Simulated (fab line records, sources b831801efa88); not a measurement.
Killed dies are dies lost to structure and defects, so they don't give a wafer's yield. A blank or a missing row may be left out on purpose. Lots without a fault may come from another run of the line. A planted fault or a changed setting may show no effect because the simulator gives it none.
Which tool did it? | flow sky130 | 15 lots, 45 wafers sampled, at 4 steps of a route of 708

WHAT THE GAUGES READ, wafer by wafer
The record holds no reading of a measuring or inspecting step that can be judged against a usual standard deviation.

WHICH TOOL RAN EACH LOT (tool, then ch and the chambers of the sampled wafers, then the start)
lot  | SKY_METAL1_SPUTTER_04        | SKY_VIA1_STRIP_16                    | SKY_METAL2_EXPOSE_12              | SKY_METAL2_DESCUM_17
L184 | pvd_sputter-01, day 31 19:43 | plasma_asher-04 ch 0,1, day 34 03:41 | krf_scanner-01 ch 0, day 34 19:02 | rie_metal-03 ch 0,1, day 35 08:09
L186 | pvd_sputter-04, day 32 15:19 | plasma_asher-02 ch 0,1, day 34 21:45 | krf_scanner-01 ch 0, day 35 12:08 | rie_metal-03 ch 0,1, day 36 02:02
L187 | pvd_sputter-02, day 33 01:38 | plasma_asher-01 ch 0,1, day 35 09:23 | krf_scanner-01 ch 0, day 36 00:26 | rie_metal-02 ch 0,1, day 36 11:57
L189 | pvd_sputter-04, day 33 16:44 | plasma_asher-04 ch 0,1, day 35 23:30 | krf_scanner-01 ch 0, day 36 12:36 | rie_metal-02 ch 0,1, day 37 02:02
L191 | pvd_sputter-01, day 34 00:29 | plasma_asher-04 ch 0,1, day 36 06:51 | krf_scanner-01 ch 0, day 36 19:55 | rie_metal-03 ch 0,1, day 37 09:46
L190 | pvd_sputter-04, day 34 04:14 | plasma_asher-02 ch 0,1, day 36 10:00 | krf_scanner-01 ch 0, day 36 23:57 | rie_metal-02 ch 0,1, day 37 12:53
L192 | pvd_sputter-01, day 34 14:56 | plasma_asher-04 ch 0,1, day 36 20:17 | krf_scanner-01 ch 0, day 37 11:43 | rie_metal-04 ch 0,1, day 38 00:06
L193 | pvd_sputter-02, day 34 23:17 | plasma_asher-02 ch 0,1, day 37 04:41 | krf_scanner-02 ch 0, day 37 18:32 | rie_metal-03 ch 0,1, day 38 08:07
L194 | pvd_sputter-04, day 35 07:51 | plasma_asher-04 ch 0,1, day 37 13:15 | krf_scanner-01 ch 0, day 38 03:47 | rie_metal-04 ch 0, day 38 16:25
L195 | pvd_sputter-01, day 36 03:44 | plasma_asher-01 ch 0,1, day 38 08:45 | krf_scanner-02 ch 0, day 38 21:55 | rie_metal-03 ch 0,1, day 39 11:30
L200 | pvd_sputter-01, day 37 16:28 | plasma_asher-02 ch 0,1, day 39 20:46 | krf_scanner-02 ch 0, day 40 11:32 | rie_metal-03 ch 0,1, day 40 23:04
L199 | pvd_sputter-02, day 37 18:59 | plasma_asher-02 ch 0,1, day 39 23:33 | krf_scanner-01, day 40 14:35      | rie_metal-02 ch 0,1, day 41 01:42
L202 | pvd_sputter-02, day 37 23:28 | plasma_asher-01 ch 0,1, day 40 03:15 | krf_scanner-01, day 40 17:51      | rie_metal-03 ch 0,1, day 41 05:17
L203 | pvd_sputter-01, day 38 04:56 | plasma_asher-01 ch 0,1, day 40 07:34 | krf_scanner-01, day 40 21:34      | rie_metal-02 ch 0,1, day 41 09:22
L205 | pvd_sputter-04, day 38 18:16 | plasma_asher-02 ch 0,1, day 40 21:33 | krf_scanner-01 ch 0, day 41 11:46 | rie_metal-02 ch 0,1, day 41 23:21
- SKY_METAL1_SPUTTER_04: material TiN, target thk 70 nm, time 58.3 s.
- SKY_VIA1_STRIP_16: strips in O2/N2.
- SKY_METAL2_EXPOSE_12: exposes mask MM2, target cd 140 nm.
- SKY_METAL2_DESCUM_17: chemistry O2, time 8 s.

WHAT THE TOOLS THEMSELVES READ (means of the sampled wafers that have a number; where no wafer has one, the mark that the record gives instead)
SKY_METAL1_SPUTTER_04.
lot  | tool           | throttle_valve_pct (%)
L184 | pvd_sputter-01 | 30.6
L186 | pvd_sputter-04 | 29.4
L187 | pvd_sputter-02 | 29.7
L189 | pvd_sputter-04 | 30.0
L191 | pvd_sputter-01 | 30.0
L190 | pvd_sputter-04 | 30.0
L192 | pvd_sputter-01 | 29.9
L193 | pvd_sputter-02 | 29.9
L194 | pvd_sputter-04 | 29.8
L195 | pvd_sputter-01 | 30.3
L200 | pvd_sputter-01 | 30.2
L199 | pvd_sputter-02 | 30.1
L202 | pvd_sputter-02 | 30.5
L203 | pvd_sputter-01 | 30.4
L205 | pvd_sputter-04 | 29.9

SKY_VIA1_STRIP_16.
lot  | tool            | drypump_motor_current_A (A) | oes_product_au (a.u.) | strip_time_to_endpoint_s (s)
L184 | plasma_asher-04 | 5.61                        | 0.416                 | 4.459
L186 | plasma_asher-02 | 5.51                        | 0.419                 | 4.437
L187 | plasma_asher-01 | 5.39                        | 0.418                 | 4.452
L189 | plasma_asher-04 | 5.59                        | 0.413                 | 4.424
L191 | plasma_asher-04 | 5.58                        | 0.411                 | 4.444
L190 | plasma_asher-02 | 5.49                        | 0.414                 | 4.440
L192 | plasma_asher-04 | 5.47                        | 0.416                 | 4.420
L193 | plasma_asher-02 | 5.51                        | 0.412                 | 4.451
L194 | plasma_asher-04 | 5.59                        | 0.418                 | 4.465
L195 | plasma_asher-01 | 5.30                        | 0.416                 | 4.429
L200 | plasma_asher-02 | 5.50                        | 0.416                 | 4.441
L199 | plasma_asher-02 | 5.53                        | 0.411                 | 4.449
L202 | plasma_asher-01 | 5.40                        | 0.415                 | 4.440
L203 | plasma_asher-01 | 5.33                        | 0.417                 | 4.418
L205 | plasma_asher-02 | 5.52                        | 0.412                 | 4.424

SKY_METAL2_EXPOSE_12.
lot  | tool           | exposure_dose_mJ_cm2 | focus_offset_nm (nm)
L184 | krf_scanner-01 | 28.035               | -0.0
L186 | krf_scanner-01 | 28.003               | -0.2
L187 | krf_scanner-01 | 27.987               | 1.2
L189 | krf_scanner-01 | 27.982               | 0.1
L191 | krf_scanner-01 | 28.003               | -0.4
L190 | krf_scanner-01 | 28.021               | 0.5
L192 | krf_scanner-01 | 27.950               | -0.8
L193 | krf_scanner-02 | 28.011               | -0.1
L194 | krf_scanner-01 | 28.030               | 0.4
L195 | krf_scanner-02 | 27.998               | 0.1
L200 | krf_scanner-02 | 28.033               | -0.4
L199 | krf_scanner-01 | -                    | -
L202 | krf_scanner-01 | -                    | -
L203 | krf_scanner-01 | -                    | -
L205 | krf_scanner-01 | 28.007               | 0.2

SKY_METAL2_DESCUM_17.
lot  | tool         | drypump_motor_current_A (A) | oes_product_au (a.u.) | rf_fwd_power_W (W) | temp_c (C)
L184 | rie_metal-03 | 5.5                         | 0.999                 | 146.9              | 39.92
L186 | rie_metal-03 | 5.8                         | 1.009                 | 146.9              | 39.96
L187 | rie_metal-02 | 5.9                         | 1.009                 | 148.1              | 39.99
L189 | rie_metal-02 | 5.9                         | 1.017                 | 148.0              | 40.11
L191 | rie_metal-03 | 5.5                         | 0.998                 | 146.0              | 39.88
L190 | rie_metal-02 | 6.1                         | 1.009                 | 147.7              | 39.95
L192 | rie_metal-04 | 5.5                         | 0.996                 | 147.4              | 39.95
L193 | rie_metal-03 | 5.8                         | 1.009                 | 146.7              | 39.97
L194 | rie_metal-04 | 5.7                         | 1.003                 | 147.9              | 40.11
L195 | rie_metal-03 | 5.8                         | 1.022                 | 146.6              | 40.01
L200 | rie_metal-03 | 5.5                         | 0.993                 | 146.2              | 40.01
L199 | rie_metal-02 | 5.9                         | 1.011                 | 147.7              | 39.94
L202 | rie_metal-03 | 5.8                         | 1.017                 | 146.7              | 40.04
L203 | rie_metal-02 | 5.9                         | 1.012                 | 147.6              | 39.94
L205 | rie_metal-02 | 5.9                         | 1.011                 | 147.9              | 40.05

THE ANSWER, worked out from the rows above alone
Rule: what is usual is taken from the lots themselves. Put in order of their means at a reading, lots are off if they are a third of the lots or fewer, leave a main group of 4 or more, and stand apart from it by a gap of 3 or more times the standard deviation of the main group's means; of several such gaps the widest counts. A main group whose means are all the same, to the digits that the tables above print for the reading, isn't used. A lot without any number at a reading at which 4 lots or more have one is off too. The other lots that the step has rows for count as sound. The gauges are gone through in route order, then the tools' own readings, and for those a lot's mean is taken as printed above. The first step at which some lot is off is used, and at that step the reading that is off furthest; a lot without a number counts as furthest.
Off: L199, L202, L203, at SKY_METAL2_EXPOSE_12 (exposure_dose_mJ_cm2). Without a number there: L199, L202, L203. The main group: mean 28.005, standard deviation 0.023.
A tool fits if, at that step or a process step before it, it ran every lot that is off, and no sound lot after the first of them. None of those tried fits.

WHAT THE SIMULATOR HAD PUT IN
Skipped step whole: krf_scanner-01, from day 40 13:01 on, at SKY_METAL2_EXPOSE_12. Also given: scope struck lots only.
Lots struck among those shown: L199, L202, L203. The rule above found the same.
